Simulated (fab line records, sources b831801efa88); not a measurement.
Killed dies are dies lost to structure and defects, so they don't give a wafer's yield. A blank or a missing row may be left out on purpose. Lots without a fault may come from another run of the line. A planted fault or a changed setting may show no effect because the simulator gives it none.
Chamber matching | flow sky130 | SKY_VIA3_CMP_24 on cmp-01: 4 sister chambers
The step polishes, stops on SiO2, t overpolish 20 s, target thk 0 nm. 14 wafers are shown with their chamber, then 7 later ones without.

WAFERS WITH THEIR CHAMBER
wafer  | chamber | motor_current_A (A) | time_to_endpoint_s (s) | slurry_filter_dp_kPa (kPa)
L743.1 | 0       | 11.7                | 97                     | 13.48
L743.5 | 3       | 10.3                | 96                     | 13.27
L743.6 | 0       | 11.2                | 96                     | 13.48
L744.1 | 3       | 9.4                 | 93                     | 13.42
L744.3 | 1       | 10.9                | 99                     | 13.49
L744.6 | 1       | 11.0                | 99                     | 13.49
L748.2 | 0       | 11.2                | 97                     | 13.45
L748.4 | 1       | 10.9                | 100                    | 13.49
L748.5 | 3       | 9.9                 | 91                     | 13.31
L753.2 | 1       | 10.6                | 100                    | 13.54
L753.4 | 3       | 9.1                 | 103                    | 13.47
L753.6 | 0       | 11.7                | 99                     | 13.56
L755.2 | 0       | 11.9                | 95                     | 13.59
L755.3 | 2       | 11.9                | 90                     | 13.39

SIGNATURES (means of the wafers above)
reading              | chamber 0 | chamber 1 | chamber 2 | chamber 3 | scatter within a chamber
motor_current_A      | 11.540    | 10.850    | 11.900    | 9.675     | 0.367
time_to_endpoint_s   | 96.80     | 99.50     | 90.00     | 95.75     | 3.04
slurry_filter_dp_kPa | 13.5120   | 13.5025   | 13.3900   | 13.3675   | 0.065
Rule: a wafer's distance from a chamber is the root of the sum, over the readings, of the square of ((its reading less the chamber's mean) divided by the reading's scatter). The wafer belongs to the nearest chamber; if the next one is less than 2 further off, it can't be placed. The scatter: the root of (the sum of the squares of (reading less its chamber's mean) over the shown wafers, divided by (wafers less chambers)).

WAFERS WITHOUT THEIR CHAMBER
wafer  | motor_current_A (A) | time_to_endpoint_s (s) | slurry_filter_dp_kPa (kPa)
L755.5 | 11.1                | 99                     | 13.50
L756.1 | 10.5                | 102                    | 13.11
L756.5 | 11.3                | 98                     | 13.36
L756.6 | 11.6                | 95                     | 13.20
L757.1 | 11.1                | 97                     | 13.68
L757.4 | 12.7                | 97                     | 13.44
L757.5 | 11.2                | 96                     | 13.62

WHICH CHAMBER EACH WENT THROUGH
wafer  | from the rows above          | in truth
L755.5 | can't be placed: 1 or 0      | 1
L756.1 | can't be placed: 3 or 1 or 2 | 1
L756.5 | can't be placed: 0 or 1 or 2 | 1
L756.6 | can't be placed: 2 or 0 or 1 | 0
L757.1 | can't be placed: 0 or 1      | 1
L757.4 | can't be placed: 2 or 0 or 1 | 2
L757.5 | can't be placed: 0 or 1      | 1
Placed correctly: 0 of 7. Can't be placed from these rows: 7 (the true chamber is among the candidates in 7). Placed wrongly: 0.
